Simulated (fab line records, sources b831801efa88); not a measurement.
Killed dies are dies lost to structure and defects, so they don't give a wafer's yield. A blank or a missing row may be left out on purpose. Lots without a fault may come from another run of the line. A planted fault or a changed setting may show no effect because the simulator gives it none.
Which tool did it? | flow sky130 | 12 lots, 36 wafers sampled, at 2 steps of a route of 708

WHAT THE GAUGES READ, wafer by wafer
SKY_NWELL_TW_MEAS_26.
lot  | measured     | on            | NWELL_2_TW
L184 | day 5 09:51  | film_metro-03 | 499.6 499.6 497.7
L189 | day 6 18:49  | film_metro-03 | 499.5 497.5 497.4
L192 | day 7 08:32  | film_metro-03 | 509.0 508.8 508.7
L194 | day 7 19:21  | film_metro-01 | 514.7 512.6 514.1
L198 | day 8 18:35  | film_metro-04 | 496.6 495.7 493.8
L200 | day 9 09:32  | film_metro-01 | 496.3 494.0 496.0
L201 | day 10 08:46 | film_metro-01 | 498.0 494.6 494.4
L203 | day 10 16:01 | film_metro-03 | 494.0 495.0 493.4
L202 | day 10 16:44 | film_metro-04 | 500.6 498.3 495.9
L205 | day 10 20:34 | film_metro-03 | 493.4 492.6 493.8
L206 | day 11 03:14 | film_metro-03 | 498.6 492.2 492.9
L207 | day 11 09:29 | film_metro-03 | 496.7 495.8 496.9

WHICH TOOL RAN EACH LOT (tool, then ch and the chambers of the sampled wafers, then the start)
lot  | SKY_NWELL_IMPLANT_24
L184 | implanter-02 ch 0, day 5 09:36
L189 | implanter-04 ch 0, day 6 18:36
L192 | implanter-03 ch 0, day 7 08:19
L194 | implanter-03 ch 0, day 7 19:06
L198 | implanter-02 ch 0, day 8 18:21
L200 | implanter-02 ch 0, day 9 09:18
L201 | implanter-04 ch 0, day 10 08:31
L203 | implanter-04 ch 0, day 10 15:46
L202 | implanter-03 ch 0, day 10 16:30
L205 | implanter-04 ch 0, day 10 20:21
L206 | implanter-03 ch 0, day 11 03:00
L207 | implanter-04 ch 0, day 11 09:17
- SKY_NWELL_IMPLANT_24

WHAT THE TOOLS THEMSELVES READ (means of the sampled wafers that have a number; where no wafer has one, the mark that the record gives instead)
SKY_NWELL_IMPLANT_24.
lot  | tool         | dose_ions_cm2 | faraday_current_uA
L184 | implanter-02 | 9.204e+12     | 52.6
L189 | implanter-04 | 9.200e+12     | 52.3
L192 | implanter-03 | 1.017e+13     | 57.5
L194 | implanter-03 | 1.018e+13     | 56.9
L198 | implanter-02 | 9.189e+12     | 51.6
L200 | implanter-02 | 9.205e+12     | 50.7
L201 | implanter-04 | 9.201e+12     | 51.9
L203 | implanter-04 | 9.202e+12     | 53.2
L202 | implanter-03 | 9.190e+12     | 51.4
L205 | implanter-04 | 9.202e+12     | 51.3
L206 | implanter-03 | 9.196e+12     | 52.0
L207 | implanter-04 | 9.196e+12     | 52.1

THE ANSWER, worked out from the rows above alone
Rule: what is usual is taken from the lots themselves. Put in order of their means at a reading, lots are off if they are a third of the lots or fewer, leave a main group of 4 or more, and stand apart from it by a gap of 3 or more times the standard deviation of the main group's means; of several such gaps the widest counts. A main group whose means are all the same, to the digits that the tables above print for the reading, isn't used. A lot without any number at a reading at which 4 lots or more have one is off too. The other lots that the step has rows for count as sound. The gauges are gone through in route order, then the tools' own readings, and for those a lot's mean is taken as printed above. The first step at which some lot is off is used, and at that step the reading that is off furthest; a lot without a number counts as furthest.
Off: L192, L194, at SKY_NWELL_TW_MEAS_26 (NWELL_2_TW). The main group: mean 496.0, standard deviation 1.8.
A tool fits if, at a process step before that reading, it ran every lot that is off, and no sound lot after the first of them. The gauges at SKY_NWELL_TW_MEAS_26 aren't tried: what is off there is off at SKY_NWELL_IMPLANT_24 too, on other tools, and a gauge's error can't cause that. None of those tried fits.

WHAT THE SIMULATOR HAD PUT IN
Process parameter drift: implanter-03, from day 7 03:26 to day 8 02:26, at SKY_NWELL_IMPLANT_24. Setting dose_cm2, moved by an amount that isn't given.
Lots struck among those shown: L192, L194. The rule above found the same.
